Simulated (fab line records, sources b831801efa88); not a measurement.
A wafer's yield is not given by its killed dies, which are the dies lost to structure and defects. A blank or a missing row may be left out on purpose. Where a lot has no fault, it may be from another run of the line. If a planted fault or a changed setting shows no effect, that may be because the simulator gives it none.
A lot that was struck, set against a sound lot -- flow sky130 -- 17 steps out of a route of 708
Sound: these wafers, L599.2, L599.3, L599.6. The struck wafers were L597.1, L597.2, L597.5. At the end, the cause is stated.
At each step with rows: each side's tool, then ch and its chambers, then its first start. Under that, the readings that differ: sound wafers -- struck wafers -- difference of the means -- sigmas: that difference in standard deviations of wafers without a fault.
alike: words and numbers the same on both sides, and readings whose means are apart by under 2 such deviations; not compared: readings that were withheld, readings missing a value for some wafer, numbers with overlapping values and no deviation given by the record, and bounds like >300 which may hide the same value.
Wherever a step has rows on one side only, a row that says differs or no value, or a row with sigmas, the two part there. Numbers that have no deviation but don't overlap get no sigmas and don't part them. Lack of a reading on every wafer of one side parts them only where that side has two or more wafers.

first, 3 steps without rows for these wafers: SKY_LDD_P_EXPOSE_04 (exposes mask PSDM, target cd 380 nm); SKY_LDD_P_PEB_05; SKY_LDD_P_DEVELOP_06 (develop time 60 s).
SKY_LDD_P_CD_MEAS_07: the cd target is 380 nm.
  sound on cdSem-01, day 23 15:25; struck on cdSem-02, day 22 23:26
  alike: cdNm
SKY_LDD_P_OVL_MEAS_08:
  sound on overlay-02, day 23 15:31; struck on overlay-02, day 22 23:33
  alike: LDD_P_OVL
then, 1 step without rows for these wafers: SKY_LDD_P_IMPLANT_09.
SKY_LDD_P_STRIP_10: strips in O2/N2.
  sound on plasmaAsher-03 ch 0,1, day 23 15:42; struck on plasmaAsher-01 ch 0,1, day 22 23:44
  alike: drypumpMotorCurrentA, n2FlowSccm, oesProductAu, stripTimeToEndpointS
  not compared: rfHoursCounterH
SKY_LDD_P_TW_MEAS_11:
  sound on filmMetro-01, day 23 15:49; struck on filmMetro-03, day 22 23:50
  alike: LDD_P_TW
then, 4 steps without rows for these wafers: SKY_LDD_HVN_DEHYDRATE_00 (time 60 s); SKY_LDD_HVN_HMDS_01 (prime time 60 s); SKY_LDD_HVN_COAT_02 (resist thk 300 nm); SKY_LDD_HVN_SOFTBAKE_03 (time 60 s).
SKY_LDD_HVN_EXPOSE_04: exposes mask HVNTM, target cd 700 nm.
  sound on ilineStepper-02 ch 0, day 24 06:33; struck on ilineStepper-01 ch 0, day 23 15:08
reading,sound,struck,difference,sigmas
model.LDD_HVN.overlayXNm (nm),1.689 1.689 1.689,-73.09 -73.09 -73.09,-74.78,
  alike: mask, exposureDoseMJCm2, reticleTempC, stageVelMmS
then, 2 steps without rows for these wafers: SKY_LDD_HVN_PEB_05; SKY_LDD_HVN_DEVELOP_06 (develop time 60 s).
SKY_LDD_HVN_OVL_MEAS_07:
  sound on overlay-01, day 24 20:43; struck on overlay-01, day 24 05:37
reading,sound,struck,difference,sigmas
LDD_HVN_OVL (nm),0.3 2.5 -0.2,-71.9 -74.7 -72.9,-74.0,-57
then, 1 step without rows for these wafers: SKY_LDD_HVN_IMPLANT_08.

== WHERE THEY PART ==
At SKY_LDD_HVN_OVL_MEAS_07 and nowhere else, as far as this record goes.

WHY: the cause the simulator had injected
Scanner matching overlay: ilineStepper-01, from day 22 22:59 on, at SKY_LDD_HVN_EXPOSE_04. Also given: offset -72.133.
